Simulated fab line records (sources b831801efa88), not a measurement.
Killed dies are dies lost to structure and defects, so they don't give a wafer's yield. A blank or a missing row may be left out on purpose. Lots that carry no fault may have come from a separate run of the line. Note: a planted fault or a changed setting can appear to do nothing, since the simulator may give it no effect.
fab line records	flow gf180mcu
record lots=12	wafers=36	last-day=34
route steps=602 shown DUAL_GATE@143 HV_LDD@183
lots that met no fault: from a run of the same line without faults
start-h: hours from the record's opening day to when the first of the lot's shown wafers began	wait-h: hours from the lot's prior step to this one	" as in the row above	L1.1+2: one row covering several wafers at once	- value missing, or start not given	* or withheld: withheld	< > ~ a bound
route shown NAME@n: names a module that has steps shown in the file, with the first one's number in the route	usual: mean and standard deviation over wafers with no fault	same: alike in all rows	chamber/n: place in a boat	sites: per-site readings	_std_site: their standard deviation	_edge_site: the outer-site mean with the inner-site mean subtracted	radius-mm: for every site, how far away it sits from the centre of the wafer	mask NAME#n: copy n	behind: the most recent tool/chamber to have shaped the wafer	hold: why the lot went on hold/how many hours it stayed there/how the hold came to an end	device: whichever transistor did not switch (one of n, p or np)	end of line: tests of these same wafers at the route's end	a step without rows: its recipe alone	killed: dies lost to structure and defects at the first sort, not the wafer's yield	map: a wafer's dies, x killed, . not, _ none there
set.NAME: the setting as run; set.NAME@STEP: as run at that earlier step	model.NAME: the simulator's own value behind a step, which no gauge read
route steps across a sampled set of lots; one table per step, one row per wafer
services: when a tool's chamber went out of use (start-h, in hours from the record's first day, below 0 if earlier), for how many hours, and the reason
## steps
# step GF_DUAL_GATE_OXIDATION_02
# recipe temp-c=900	ambient=O2	stabilise-s=600	purge-s=300	target-thk-a=108.87	ox-time-s=1602
# usual spike-tc-bottom-C=920.3/1.1	spike-tc-centre-C=901.2/1.2	spike-tc-lower-C=900.4/1	spike-tc-top-C=912/3.7	spike-tc-upper-C=899.4/0.98	tube-center-temp-C=900/0.078	tube_center_temp_C_max=902.3/0.38	zone-power-top-pct=31.9/2.7
# same stabilise-s=600
lot.wafer	tool	chamber	start-h	wait-h	spike-tc-bottom-C	spike-tc-centre-C	spike-tc-lower-C	spike-tc-top-C	spike-tc-upper-C	tube-center-temp-C	tube_center_temp_C_max	zone-power-top-pct
L847.2	furnace-02	0	184.82	0.0	920.3	902.3	900.0	909	899.1	900.09	902.1	29.7
L847.5	"	0	"	"	921.1	901.6	900.5	909	900.7	900.11	902.0	29.4
L847.6	"	0	"	"	920.4	900.4	900.0	909	898.3	900.04	902.4	30.0
L849.1	furnace-01	0	191.80	0.1	919.2	903.0	901.5	915	898.7	900.11	902.2	34.5
L849.4	"	0	"	"	920.1	901.0	900.7	917	896.9	899.9	902.7	34.6
L849.6	"	0	"	"	921.2	900.1	898.5	915	899.1	900.04	902.3	35.2
L851.1	furnace-01	0	196.51	0.6	920.5	901.7	900.5	916	898.8	899.95	902.2	35.3
L851.4	"	0	"	"	919.6	899.9	900.2	916	899.0	899.79	902.3	34.5
L851.6	"	0	"	"	919.0	899.7	902.0	918	900.1	900.09	902.9	34.4
L852.3	furnace-02	0	208.17	0.0	919.6	902.5	900.0	909	900.1	900.03	902.5	29.6
L852.4	"	0	"	"	920.1	902.9	901.5	910	899.0	900	902.0	29.2
L852.5	"	0	"	"	919.7	902.7	899.3	908	898.4	900.04	902.4	29.7
L853.1	furnace-02	0	214.15	0.0	919.8	903.0	900.1	910	899.7	900.04	901.8	29.6
L853.2	"	0	"	"	917.9	901.0	900.3	910	898.9	900.05	903.0	29.7
L853.3	"	0	"	"	919.4	902.7	899.8	909	898.7	900.08	902.1	29.5
L854.1	furnace-01	0	225.10	0.1	921.8	901.6	898.7	916	899.0	899.88	902.7	35.2
L854.2	"	0	"	"	918.2	899.2	901.0	917	898.5	899.99	902.3	35.1
L854.3	"	0	"	"	922.7	900.3	901.7	917	900.6	899.95	902.4	34.6
L855.1	furnace-02	0	231.55	0.9	906.9	889.1	889.2	896	886.8	888.15	890.7	28.8
L855.5	"	0	"	"	909.1	888.9	888.7	896	888.2	888.2	890.6	28.9
L855.6	"	0	"	"	909.2	889.1	888.8	897	888.2	888.19	890.5	29.4
L856.1	furnace-02	0	237.53	0.0	908.0	890.9	889.6	898	886.4	888.34	890.2	29.3
L856.3	"	0	"	"	906.8	890.9	887.6	898	886.2	888.14	890.7	29.3
L856.4	"	0	"	"	906.6	889.3	889.6	899	887.0	888.21	890.3	29.0
L864.4	furnace-02	0	291.52	0.0	920.2	900.0	901.8	908	899.4	899.96	902.3	29.7
L864.5	"	0	"	"	920.8	902.8	898.9	911	898.5	900.04	902.7	29.8
L864.6	"	0	"	"	920.8	901.9	900.5	910	898.2	900.16	901.9	29.0
L865.2	furnace-02	0	298.73	0.4	921.8	902.7	900.6	911	899.3	900.08	901.8	29.5
L865.4	"	0	"	"	920.8	902.5	900.6	909	899.9	899.99	901.9	29.8
L865.6	"	0	"	"	918.3	901.2	901.4	910	897.5	900.08	902.3	29.9
L866.1	furnace-02	0	306.34	0.4	920.9	903.6	902.0	910	900.2	900.03	902.4	29.1
L866.3	"	0	"	"	920.2	901.6	899.0	909	899.2	900.05	901.9	29.0
L866.6	"	0	"	"	919.7	901.4	901.3	910	900.7	899.96	902.5	30.2
L868.1	furnace-01	0	317.11	0.0	919.5	900.6	898.7	915	898.7	900.15	902.3	35.8
L868.2	"	0	"	"	920.8	899.3	899.9	918	899.2	900.04	902.0	35.3
L868.6	"	0	"	"	919.1	899.4	901.4	917	900.1	899.91	901.5	35.2
# step GF_DUAL_GATE_THK_MEAS_03
# recipe reads=SiO2_of_DUAL_GATE_OXIDATION_02
# usual DUAL_GATE_OXIDATION_00_THK=10.84/0.19
lot.wafer	tool	chamber	start-h	wait-h	hold	DUAL_GATE_OXIDATION_00_THK[nm]
L847.2	film-metro-02	-	186.27	0.0	-	10.84
L847.5	"	-	"	"	-	10.85
L847.6	"	-	"	"	-	10.88
L849.1	film-metro-04	-	193.24	0.0	-	11.23
L849.4	"	-	"	"	-	11.09
L849.6	"	-	"	"	-	11.31
L851.1	film-metro-02	-	197.96	0.0	-	10.85
L851.4	"	-	"	"	-	10.96
L851.6	"	-	"	"	-	10.80
L852.3	film-metro-02	-	209.63	0.0	-	10.88
L852.4	"	-	"	"	-	10.82
L852.5	"	-	"	"	-	10.60
L853.1	film-metro-04	-	215.60	0.0	-	10.77
L853.2	"	-	"	"	-	10.64
L853.3	"	-	"	"	-	10.91
L854.1	film-metro-02	-	226.54	0.0	-	10.79
L854.2	"	-	"	"	-	10.60
L854.3	"	-	"	"	-	10.46
L855.1	film-metro-02	-	233.00	0.0	await-dispo/0.2h/release	9.71
L855.5	"	-	"	"	await-dispo/0.2h/release	9.58
L855.6	"	-	"	"	await-dispo/0.2h/release	9.64
L855.1	film-metro-02	-	233.23	0.2	-	9.68
L855.5	"	-	"	"	-	9.59
L855.6	"	-	"	"	-	9.71
L856.1	film-metro-04	-	238.97	0.0	await-dispo/0.2h/release	9.59
L856.3	"	-	"	"	await-dispo/0.2h/release	9.47
L856.4	"	-	"	"	await-dispo/0.2h/release	9.73
L856.1	film-metro-04	-	239.20	0.2	-	9.65
L856.3	"	-	"	"	-	9.55
L856.4	"	-	"	"	-	9.76
L864.4	film-metro-04	-	292.99	0.0	-	10.60
L864.5	"	-	"	"	-	10.76
L864.6	"	-	"	"	-	10.68
L865.2	film-metro-04	-	300.18	0.0	-	10.99
L865.4	"	-	"	"	-	10.85
L865.6	"	-	"	"	-	10.66
L866.1	film-metro-02	-	307.78	0.0	-	10.90
L866.3	"	-	"	"	-	11.06
L866.6	"	-	"	"	-	11.07
L868.1	film-metro-04	-	318.56	0.0	-	10.96
L868.2	"	-	"	"	-	11.15
L868.6	"	-	"	"	-	10.95
# step GF_HV_LDD_CD_MEAS_07
# recipe target-cd-nm=400
# usual cd-nm=399.6/2.2
lot.wafer	tool	chamber	start-h	wait-h	cd-nm
L847.2	cd-sem-02	-	245.90	0.1	398.6
L847.5	"	-	"	"	399.0
L847.6	"	-	"	"	400.5
L849.1	cd-sem-01	-	254.66	0.1	401.8
L849.4	"	-	"	"	401.2
L849.6	"	-	"	"	400.1
L851.1	cd-sem-01	-	259.48	0.1	400.7
L851.4	"	-	"	"	403.0
L851.6	"	-	"	"	399.4
L852.3	cd-sem-01	-	272.03	0.1	399.5
L852.4	"	-	"	"	399.2
L852.5	"	-	"	"	401.1
L853.1	cd-sem-01	-	277.03	0.1	397.8
L853.2	"	-	"	"	395.1
L853.3	"	-	"	"	395.6
L854.1	cd-sem-01	-	287.53	0.1	399.2
L854.2	"	-	"	"	397.8
L854.3	"	-	"	"	400.1
L855.1	cd-sem-01	-	300.06	0.1	403.8
L855.5	"	-	"	"	402.1
L855.6	"	-	"	"	403.2
L856.1	cd-sem-01	-	303.34	0.1	401.6
L856.3	"	-	"	"	400.4
L856.4	"	-	"	"	400.2
L864.4	cd-sem-02	-	361.11	0.1	397.2
L864.5	"	-	"	"	397.5
L864.6	"	-	"	"	397.3
L865.2	cd-sem-01	-	370.16	0.1	398.4
L865.4	"	-	"	"	397.6
L865.6	"	-	"	"	395.5
L866.1	cd-sem-01	-	376.05	0.1	399.2
L866.3	"	-	"	"	399.6
L866.6	"	-	"	"	396.9
L868.1	cd-sem-01	-	390.15	0.1	401.1
L868.2	"	-	"	"	401.9
L868.6	"	-	"	"	400.5
# step GF_HV_LDD_STRIP_10
# recipe chemistry=O2/N2	power-w=1400	pressure-mtorr=1500	platen-temp-c=250	o2-flow-sccm=3000	n2-flow-sccm=300	overash-fraction=0.5
# usual drypump-motor-current-A=5.7/0.42	heater-power-w=337/43	oes-product-au=0.716/0.0045	platen-temp-c=249.98/0.17	strip-time-to-endpoint-s=12.63/0.044
# same overash-fraction=0.5
lot.wafer	tool	chamber	start-h	wait-h	drypump-motor-current-A	heater-power-w	oes-product-au	platen-temp-c	rf-hours-counter-h	strip-time-to-endpoint-s
L847.2	plasma-asher-03	1	246.19	0.1	5.5	343	0.710	250.15	56	12.57
L847.5	"	1	"	"	5.5	346	0.723	250.20	-	12.60
L847.6	"	0	"	"	5.5	306	0.713	250.03	-	12.65
L849.1	plasma-asher-03	1	254.96	0.1	5.5	352	0.709	249.84	57	12.68
L849.4	"	1	"	"	5.5	352	0.726	250.19	-	12.66
L849.6	"	1	"	"	5.5	356	0.713	249.93	-	12.69
L851.1	plasma-asher-02	0	259.79	0.1	5.3	393	0.717	250.02	16	12.58
L851.4	"	1	"	"	5.6	299	0.713	249.86	-	12.59
L851.6	"	0	"	"	5.3	402	0.714	249.87	-	12.61
L852.3	plasma-asher-04	1	272.33	0.1	5.5	285	0.707	250.27	-	12.62
L852.4	"	0	"	"	6.6	373	0.722	249.87	-	12.60
L852.5	"	1	"	"	5.5	297	0.718	249.87	-	12.63
L853.1	plasma-asher-04	0	277.34	0.1	6.6	390	0.718	249.99	64	12.65
L853.2	"	1	"	"	5.5	282	0.718	250.04	64	12.64
L853.3	"	0	"	"	6.6	392	0.708	250.11	-	12.70
L854.1	plasma-asher-04	0	287.84	0.1	6.6	384	0.716	249.98	65	12.58
L854.2	"	1	"	"	5.5	287	0.718	250.51	65	12.59
L854.3	"	0	"	"	6.6	391	0.717	249.76	-	12.59
L855.1	plasma-asher-02	0	300.36	0.1	5.3	397	0.719	249.75	20	12.70
L855.5	"	0	"	"	5.2	396	0.711	249.91	-	12.70
L855.6	"	1	"	"	5.6	302	0.711	250.04	-	12.70
L856.1	plasma-asher-04	0	303.65	0.1	6.6	393	0.711	250.28	66	12.64
L856.3	"	1	"	"	5.5	286	0.718	249.91	-	12.66
L856.4	"	0	"	"	6.6	396	0.721	250.20	-	12.64
L864.4	plasma-asher-02	0	361.39	0.1	5.3	404	0.712	250.09	-	12.67
L864.5	"	1	"	"	5.6	294	0.720	250.13	-	12.64
L864.6	"	0	"	"	5.3	395	0.725	250.18	-	12.61
L865.2	plasma-asher-02	0	370.45	0.1	5.3	393	0.719	249.69	28	12.67
L865.4	"	1	"	"	5.6	303	0.717	250.16	-	12.68
L865.6	"	1	"	"	5.6	304	0.715	249.86	-	12.73
L866.1	plasma-asher-03	1	376.36	0.1	5.5	345	0.716	249.87	69	12.62
L866.3	"	0	"	"	5.5	303	0.719	249.95	-	12.66
L866.6	"	1	"	"	5.5	343	0.717	249.89	-	12.62
L868.1	plasma-asher-04	0	390.46	0.1	6.6	382	0.717	249.86	76	12.65
L868.2	"	1	"	"	5.6	295	0.717	249.65	76	12.72
L868.6	"	0	"	"	6.6	387	0.716	249.81	-	12.67
# step GF_HV_LDD_TW_MEAS_23
# usual HV_LDD_2_TW=1071/7.5
lot.wafer	tool	chamber	start-h	wait-h	HV_LDD_2_TW
L847.2	film-metro-04	-	265.55	0.1	1077
L847.5	"	-	"	"	1086
L847.6	"	-	"	"	1079
L849.1	film-metro-04	-	274.70	0.1	1075
L849.4	"	-	"	"	1080
L849.6	"	-	"	"	1073
L851.1	film-metro-04	-	279.60	0.1	1078
L851.4	"	-	"	"	1072
L851.6	"	-	"	"	1074
L852.3	film-metro-04	-	291.87	0.1	1067
L852.4	"	-	"	"	1071
L852.5	"	-	"	"	1069
L853.1	film-metro-03	-	297.44	0.1	1082
L853.2	"	-	"	"	1081
L853.3	"	-	"	"	1084
L854.1	film-metro-01	-	308.24	0.1	1058
L854.2	"	-	"	"	1059
L854.3	"	-	"	"	1059
L855.1	film-metro-01	-	321.11	0.1	1057
L855.5	"	-	"	"	1059
L855.6	"	-	"	"	1061
L856.1	film-metro-03	-	324.64	0.1	1065
L856.3	"	-	"	"	1067
L856.4	"	-	"	"	1066
L864.4	film-metro-03	-	383.48	0.1	1073
L864.5	"	-	"	"	1075
L864.6	"	-	"	"	1069
L865.2	film-metro-01	-	392.12	0.1	1059
L865.4	"	-	"	"	1056
L865.6	"	-	"	"	1056
L866.1	film-metro-04	-	398.70	0.1	1079
L866.3	"	-	"	"	1077
L866.6	"	-	"	"	1078
L868.1	film-metro-03	-	413.53	0.1	1067
L868.2	"	-	"	"	1066
L868.6	"	-	"	"	1062
## services
tool	chamber	start-h	hours	kind
furnace-02	-	222.79	2.9	pm
plasma-asher-03	-	226.52	1.5	repair
plasma-asher-03	-	238.13	0.8	repair
furnace-01	-	250.10	2.6	pm
furnace-01	-	271.38	3.5	pm
plasma-asher-04	-	295.35	1.8	repair
plasma-asher-03	-	333.99	5.1	repair
furnace-02	-	356.84	144.1	repair
## key
first-sign step=GF_DUAL_GATE_OXIDATION_02	reading=tube-center-temp-C	direction=down	sigmas=99+	usual=*	struck=*
effect step=GF_DUAL_GATE_OXIDATION_02	reading=tube_center_temp_C_max	direction=down	sigmas=32	usual=*	struck=*
effect step=GF_DUAL_GATE_THK_MEAS_03	reading=visit	direction=added
effect step=GF_DUAL_GATE_THK_MEAS_03	reading=DUAL_GATE_OXIDATION_00_THK	direction=down	sigmas=6.5	usual=10.84	struck=9.62
met-at GF_DUAL_GATE_OXIDATION_02
struck-lots L855,L856
tester-left-out L855,L856
not-acting-at GF_HV_LDD_CD_MEAS_07,GF_HV_LDD_STRIP_10,GF_HV_LDD_TW_MEAS_23
onset-between 214.15 231.55
fault kind=process-parameter-drift	tool=furnace-02	chamber=-	onset-h=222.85	steps=GF_DUAL_GATE_OXIDATION_02	channel=temp-c	offset=*	shape=step	end-h=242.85	acts-in=*	stated=*
# tester-left-out: of these lots the tester's yield and bins aren't shown, on N5 and GAA mostly nor the transistor test; their killed dies are dies lost to structure and defects alone, not to doping, threshold or leakage, so they don't give the yield
